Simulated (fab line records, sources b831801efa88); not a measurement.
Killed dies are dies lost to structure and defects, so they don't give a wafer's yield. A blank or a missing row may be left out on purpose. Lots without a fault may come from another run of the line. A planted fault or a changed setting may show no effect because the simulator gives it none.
Which tool did it? | flow sky130 | 15 lots, 45 wafers sampled, at 5 steps of a route of 708

WHAT THE GAUGES READ, wafer by wafer
SKY_METAL2_OVL_MEAS_16.
lot  | measured     | on         | METAL2_OVL (nm)
L848 | day 35 06:19 | overlay-01 | -9 -3 -11
L849 | day 35 17:22 | overlay-01 | -2 0 -5
L851 | day 36 13:25 | overlay-01 | -6 -5 -11
L853 | day 37 08:37 | overlay-01 | -2 -4 -8
L852 | day 37 09:44 | overlay-02 | -1 2 -2
L855 | day 37 15:25 | overlay-02 | -4 3 -2
L856 | day 37 17:50 | overlay-01 | -5 -7 -13
L857 | day 38 04:25 | overlay-02 | -12 -8 -11
L858 | day 38 14:53 | overlay-01 | 3 9 -1
L865 | day 40 12:22 | overlay-01 | -11 -11 -11
L866 | day 40 18:52 | overlay-02 | -16 -12 -11
L869 | day 41 13:46 | overlay-02 | -11 -12 -7
L868 | day 41 15:31 | overlay-02 | 2 0 -4
L870 | day 41 23:43 | overlay-01 | -1 3 -3
L871 | day 42 05:07 | overlay-02 | 7 1 1

SKY_CAPM_RS_MEAS_03: measures by four-point-probe.
lot  | measured     | on            | CAPM_TIN_RS (ohm/sq)
L848 | day 36 12:35 | film_metro-01 | 6.93 6.76 6.93
L849 | day 36 22:10 | film_metro-01 | 7.00 6.98 6.93
L851 | day 37 17:57 | film_metro-03 | 6.88 6.85 6.79
L853 | day 38 12:41 | film_metro-03 | 6.97 6.82 6.99
L852 | day 38 14:58 | film_metro-02 | 6.88 6.83 6.96
L855 | day 38 20:54 | film_metro-02 | - - - - - -
L856 | day 38 22:31 | film_metro-01 | - - - - - -
L857 | day 39 09:38 | film_metro-03 | - - - - - -
L858 | day 39 19:19 | film_metro-02 | 6.90 7.03 6.94
L865 | day 41 16:37 | film_metro-01 | 6.89 6.85 6.86
L866 | day 41 22:29 | film_metro-02 | 6.99 6.99 7.03
L869 | day 42 16:56 | film_metro-03 | 6.88 6.78 6.86
L868 | day 42 22:02 | film_metro-01 | 6.84 7.06 6.93
L870 | day 43 03:20 | film_metro-01 | 6.85 6.89 6.83
L871 | day 43 08:22 | film_metro-03 | 6.95 6.92 6.92

WHICH TOOL RAN EACH LOT (tool, then ch and the chambers of the sampled wafers, then the start)
lot  | SKY_VIA2_STRIP_16                    | SKY_CAPM_CVD_00                 | SKY_CAPM_SPUTTER_02
L848 | plasma_asher-01 ch 0,1, day 36 10:55 | pecvd-04 ch 0,1,2, day 36 12:22 | pvd_sputter-01, day 36 12:27
L849 | plasma_asher-01 ch 0,1, day 36 20:34 | pecvd-03 ch 0,1,2, day 36 21:59 | pvd_sputter-03, day 36 22:04
L851 | plasma_asher-03 ch 0,1, day 37 16:19 | pecvd-01 ch 0,1, day 37 17:44   | pvd_sputter-04, day 37 17:49
L853 | plasma_asher-03 ch 0,1, day 38 11:00 | pecvd-01 ch 0,1,2, day 38 12:29 | pvd_sputter-04, day 38 12:34
L852 | plasma_asher-01 ch 0,1, day 38 13:01 | pecvd-04 ch 1,2, day 38 14:44   | pvd_sputter-01, day 38 14:49
L855 | plasma_asher-03 ch 0,1, day 38 19:06 | pecvd-04 ch 0,1, day 38 20:43   | pvd_sputter-04, day 38 20:47
L856 | plasma_asher-04 ch 0,1, day 38 20:40 | pecvd-03 ch 0,1,2, day 38 22:16 | pvd_sputter-04, day 38 22:20
L857 | plasma_asher-03 ch 0,1, day 39 07:52 | pecvd-04 ch 0,1,2, day 39 09:27 | pvd_sputter-01, day 39 09:32
L858 | plasma_asher-03 ch 0,1, day 39 17:38 | pecvd-03 ch 1,2, day 39 19:04   | pvd_sputter-01, day 39 19:12
L865 | plasma_asher-04 ch 0,1, day 41 15:01 | pecvd-04 ch 0,2, day 41 16:23   | pvd_sputter-04, day 41 16:28
L866 | plasma_asher-04 ch 0,1, day 41 20:45 | pecvd-04 ch 0,1,2, day 41 22:18 | pvd_sputter-03, day 41 22:23
L869 | plasma_asher-01 ch 0,1, day 42 15:12 | pecvd-01 ch 0,2, day 42 16:43   | pvd_sputter-01, day 42 16:47
L868 | plasma_asher-03 ch 0,1, day 42 20:25 | pecvd-01 ch 0,2, day 42 21:50   | pvd_sputter-01, day 42 21:55
L870 | plasma_asher-04 ch 0,1, day 43 01:12 | pecvd-04 ch 0,1, day 43 03:08   | pvd_sputter-04, day 43 03:13
L871 | plasma_asher-03 ch 0,1, day 43 06:41 | pecvd-01 ch 0,2, day 43 08:08   | pvd_sputter-04, day 43 08:13
- SKY_VIA2_STRIP_16: strips in O2/N2.
- SKY_CAPM_CVD_00: deposits SiO2, target thk 15.5 nm.
- SKY_CAPM_SPUTTER_02: material TiN, target thk 200 nm, time 166.7 s.

WHAT THE TOOLS THEMSELVES READ (means of the sampled wafers that have a number; where no wafer has one, the mark that the record gives instead)
SKY_VIA2_STRIP_16.
lot  | tool            | drypump_motor_current_A (A) | oes_product_au (a.u.) | strip_time_to_endpoint_s (s)
L848 | plasma_asher-01 | 5.3                         | 0.399                 | 4.07
L849 | plasma_asher-01 | 5.4                         | 0.403                 | 4.07
L851 | plasma_asher-03 | 6.4                         | 0.398                 | 4.05
L853 | plasma_asher-03 | 6.2                         | 0.396                 | 4.05
L852 | plasma_asher-01 | 5.4                         | 0.399                 | 4.01
L855 | plasma_asher-03 | 6.4                         | 0.400                 | 4.02
L856 | plasma_asher-04 | 5.6                         | 0.397                 | 4.01
L857 | plasma_asher-03 | 6.2                         | 0.397                 | 4.07
L858 | plasma_asher-03 | 6.4                         | 0.400                 | 4.03
L865 | plasma_asher-04 | 6.0                         | 0.403                 | 4.07
L866 | plasma_asher-04 | 5.6                         | 0.397                 | 4.04
L869 | plasma_asher-01 | 5.4                         | 0.395                 | 4.09
L868 | plasma_asher-03 | 6.4                         | 0.399                 | 4.02
L870 | plasma_asher-04 | 5.6                         | 0.397                 | 4.06
L871 | plasma_asher-03 | 6.2                         | 0.404                 | 4.10

SKY_CAPM_CVD_00.
lot  | tool     | heater_power_w (W)
L848 | pecvd-04 | 760
L849 | pecvd-03 | 724
L851 | pecvd-01 | 650
L853 | pecvd-01 | 668
L852 | pecvd-04 | 675
L855 | pecvd-04 | 795
L856 | pecvd-03 | 697
L857 | pecvd-04 | 795
L858 | pecvd-03 | 704
L865 | pecvd-04 | 753
L866 | pecvd-04 | 787
L869 | pecvd-01 | 626
L868 | pecvd-01 | 657
L870 | pecvd-04 | 861
L871 | pecvd-01 | 584

SKY_CAPM_SPUTTER_02.
lot  | tool           | cathode_dc_power_W (W) | chamber_pressure_pa (Pa) | throttle_valve_pct (%)
L848 | pvd_sputter-01 | 6499.8                 | 0.3996                   | 31.5
L849 | pvd_sputter-03 | 6500.0                 | 0.4003                   | 29.7
L851 | pvd_sputter-04 | 6499.1                 | 0.3996                   | 30.6
L853 | pvd_sputter-04 | 6500.2                 | 0.3999                   | 30.1
L852 | pvd_sputter-01 | 6500.2                 | 0.3994                   | 30.8
L855 | pvd_sputter-04 | -                      | -                        | -
L856 | pvd_sputter-04 | -                      | -                        | -
L857 | pvd_sputter-01 | -                      | -                        | -
L858 | pvd_sputter-01 | 6500.2                 | 0.3996                   | 31.4
L865 | pvd_sputter-04 | 6500.4                 | 0.4011                   | 30.5
L866 | pvd_sputter-03 | 6499.6                 | 0.4000                   | 29.7
L869 | pvd_sputter-01 | 6499.1                 | 0.4003                   | 31.9
L868 | pvd_sputter-01 | 6500.2                 | 0.3988                   | 31.4
L870 | pvd_sputter-04 | 6500.1                 | 0.4002                   | 29.9
L871 | pvd_sputter-04 | 6500.2                 | 0.3998                   | 30.5

THE ANSWER, worked out from the rows above alone
Rule: what is usual is taken from the lots themselves. Put in order of their means at a reading, lots are off if they are a third of the lots or fewer, leave a main group of 4 or more, and stand apart from it by a gap of 3 or more times the standard deviation of the main group's means; of several such gaps the widest counts. A main group whose means are all the same, to the digits that the tables above print for the reading, isn't used. A lot without any number at a reading at which 4 lots or more have one is off too. The other lots that the step has rows for count as sound. The gauges are gone through in route order, then the tools' own readings, and for those a lot's mean is taken as printed above. The first step at which some lot is off is used, and at that step the reading that is off furthest; a lot without a number counts as furthest.
Off: L855, L856, L857, at SKY_CAPM_RS_MEAS_03 (CAPM_TIN_RS). Without a number there: L855, L856, L857. The main group: mean 6.91 ohm/sq, standard deviation 0.052.
A tool fits if, at a process step before that reading, it ran every lot that is off, and no sound lot after the first of them. The gauges at SKY_CAPM_RS_MEAS_03 aren't tried: what is off there is off at SKY_CAPM_SPUTTER_02 too, on other tools, and a gauge's error can't cause that. None of those tried fits.

WHAT THE SIMULATOR HAD PUT IN
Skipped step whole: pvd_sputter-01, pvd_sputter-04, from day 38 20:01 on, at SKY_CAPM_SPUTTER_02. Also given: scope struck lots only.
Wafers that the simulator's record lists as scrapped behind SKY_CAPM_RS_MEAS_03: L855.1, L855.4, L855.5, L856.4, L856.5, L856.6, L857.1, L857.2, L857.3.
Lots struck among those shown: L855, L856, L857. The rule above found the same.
